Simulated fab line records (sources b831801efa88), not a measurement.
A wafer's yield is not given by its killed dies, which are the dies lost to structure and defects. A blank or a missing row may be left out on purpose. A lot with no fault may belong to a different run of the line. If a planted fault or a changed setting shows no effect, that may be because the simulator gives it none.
Code-filled problem report in 8D (eight disciplines) form ; flow sfq_line ; the parts of the form that need people (team, actions taken, sign-off) are left out

## 1. WHAT WENT WRONG
At SFQ_TRILAYER_C5_BARC_OPEN_VIA_ETCH_210, oes_product_au averages 0.708 a.u. over 4 wafers from 3 lots, while fault-free wafers read 0.684 a.u., standard deviation 0.0047. That is +5.1 standard deviations from the usual mean.
The step: etches BARC in O2, target depth 125 nm, time 41.7 s.
First seen on wafer L270.5, day 67 09:40, on rie_diel-01. At this step, 43 wafers from 15 lots have a number in the record. By rule, "out" or "out of limits" means more than 4 standard deviations away from the usual mean. Any other wafer with a number is counted as sound.

## 2. WHAT IT IS; WHAT IT IS NOT
question;is;is not
which readings at this step;oes_product_au;chamber_pressure_mTorr, drypump_motor_current_A
which lots;L270, L272, L274;L254, L255, L256, L257, L258, L259, L260, L261, L262, L264, L265, L275
which wafers of those lots;L270.5, L272.1, L274.1, L274.5;L270.2, L270.3, L272.3
read on which tools;rie_diel-01, rie_diel-02;rie_diel-03
when;from day 67 09:40;"up to then (35 sound wafers); but 4 sound wafers of L272, L275 came after"

## 3. SUSPECTS, AND WHAT RULES EACH OUT
Counting: any tool at a process step up to the reading remains a suspect provided it ran every lot that is out. Sound lots after the first of them don't rule it out here, since some wafers of a struck lot are sound.
- litho_track-02 at SFQ_TRILAYER_C5_LITHO_COAT_156 (resist thk 62 nm): kept. It processed each lot that is out (first: L270, day 66 22:49); up to then, its last sound lot is L262 (day 65 03:26).
Remaining after the count: litho_track-02 at SFQ_TRILAYER_C5_LITHO_COAT_156.

## 4. THE CAUSE (what the simulator had put in)
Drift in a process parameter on litho_track-02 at SFQ_TRILAYER_C5_LITHO_COAT_156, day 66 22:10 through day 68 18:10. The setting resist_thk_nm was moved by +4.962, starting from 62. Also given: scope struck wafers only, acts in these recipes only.
The count eliminated every tool but this one.

## 5. THE CHAIN OF EFFECTS, in route order
One row per reading whose mean, taken over the struck wafers that have a number, lies over 3 standard deviations from the usual. Only readings for which the record gives a usual standard deviation are gone through. hours: the time from each lot's start at the first step in this table that gives one to its start at this step, as a median over the lots. sigmas: the change in usual standard deviations.
hours;step;reading;usual;on struck wafers;change;sigmas
0;SFQ_TRILAYER_C5_BARC_OPEN_VIA_ETCH_210;oes_product_au;0.684 a.u.;0.708;+0.024;+5.1
Process steps it contains:
- SFQ_TRILAYER_C5_BARC_OPEN_VIA_ETCH_210: etches BARC in O2, target depth 125 nm, time 41.7 s.

## 6. HOW IT WOULD HAVE BEEN CAUGHT EARLIER
In this record no reading fell out of limits until day 67 09:40, 12 hours after the fault had begun at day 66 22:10.
Of the tool readings at SFQ_TRILAYER_C5_LITHO_COAT_156 for which the record gives a usual standard deviation, none was out on any struck wafer, so an alarm limit of 4 standard deviations on them would not have fired.
Of the lots that are out (3), L274 began SFQ_TRILAYER_C5_LITHO_COAT_156 on litho_track-02 after day 67 09:40. A tool hold placed at that time would have kept it from harm.
